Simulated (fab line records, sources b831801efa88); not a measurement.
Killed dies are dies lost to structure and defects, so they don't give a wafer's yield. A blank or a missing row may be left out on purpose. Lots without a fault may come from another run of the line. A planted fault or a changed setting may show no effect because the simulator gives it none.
Chamber matching | flow gf180mcu | GF_V4_CVD_02 on pecvd-03: 3 sister chambers
The step deposits SiO2 from TEOS, target thk 850 nm, time 94.851 s. 3 wafers are shown with their chamber, then 7 later ones without.

WAFERS WITH THEIR CHAMBER
wafer  | chamber | heater_power_w (W)
L954.6 | 0       | 766
L965.2 | 2       | 694
L965.3 | 1       | 746

WAFERS WITHOUT THEIR CHAMBER
wafer  | heater_power_w (W)
L965.4 | 719
L971.2 | 601
L971.3 | 782
L971.4 | 612
L973.2 | 798
L973.4 | 717
L973.6 | 740

WHICH CHAMBER EACH WENT THROUGH
wafer  | from the rows above          | in truth
L965.4 | can't be placed: 2 or 1 or 0 | 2
L971.2 | can't be placed: 2 or 1 or 0 | 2
L971.3 | can't be placed: 0 or 1 or 2 | 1
L971.4 | can't be placed: 2 or 1 or 0 | 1
L973.2 | can't be placed: 0 or 1 or 2 | 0
L973.4 | can't be placed: 2 or 1 or 0 | 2
L973.6 | can't be placed: 1 or 0 or 2 | 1
Placed correctly: 0 of 7. Can't be placed from these rows: 7 (the true chamber is among the candidates in 7). Placed wrongly: 0.
How it was worked out, from the rows above alone: a wafer's distance from a chamber is the root of the sum, over the readings, of the square of ((its reading less the chamber's mean) divided by the reading's scatter). The wafer belongs to the nearest chamber; if the next one is less than 2 further off, it can't be placed. A chamber's mean is the mean of its shown wafers. The scatter: with one shown wafer a chamber, the root of the mean of the squares of how far each hidden wafer lies from its nearest shown one.
